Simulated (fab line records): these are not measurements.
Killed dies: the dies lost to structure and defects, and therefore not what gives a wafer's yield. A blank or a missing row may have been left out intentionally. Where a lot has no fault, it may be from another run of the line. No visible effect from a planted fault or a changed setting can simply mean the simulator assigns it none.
Chamber matching | flow sky130 | SKY_VIA2_HDPCVD_00 on hdpcvd-01 has 3 sister chambers
The step deposits SiO2, target thk 1180 nm, time 196.7 s. 3 wafers are shown with their chamber, then 7 later ones without.

## WAFERS, EACH WITH ITS CHAMBER
wafer  | chamber | run length s (s)
L397.4 | 0       | 225.3
L409.1 | 2       | 224.2
L409.3 | 1       | 224.4

## WAFERS WHOSE CHAMBER IS MISSING
wafer  | run length s (s)
L409.4 | 225.5
L410.4 | 225.9
L410.5 | 224.5
L410.6 | 224.9
L411.1 | 224.9
L411.4 | 224.4
L411.6 | 225.4

## CHAMBER TAKEN BY EACH
wafer  | from the rows above          | in truth
L409.4 | 0                            | 0
L410.4 | 0                            | 0
L410.5 | can't be placed: 1 or 2      | 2
L410.6 | can't be placed: 0 or 1 or 2 | 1
L411.1 | can't be placed: 0 or 1 or 2 | 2
L411.4 | can't be placed: 1 or 2      | 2
L411.6 | 0                            | 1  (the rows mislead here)
Correctly placed: 2 of 7. Unplaceable from these rows: 4, with the true chamber sitting among the candidates in 4. Number placed wrongly: 1.
How it was worked out, from the rows above alone: a wafer's distance from a chamber is the root of the sum, over the readings, of the square of ((its reading less the chamber's mean) divided by the reading's scatter). If the next closest chamber is less than 2 further off than the closest, the wafer can't be placed; otherwise it belongs to the closest. A chamber's mean is the mean of its shown wafers. The scatter: root of mean squared gap, hidden wafer to nearest shown wafer, with one shown wafer a chamber.
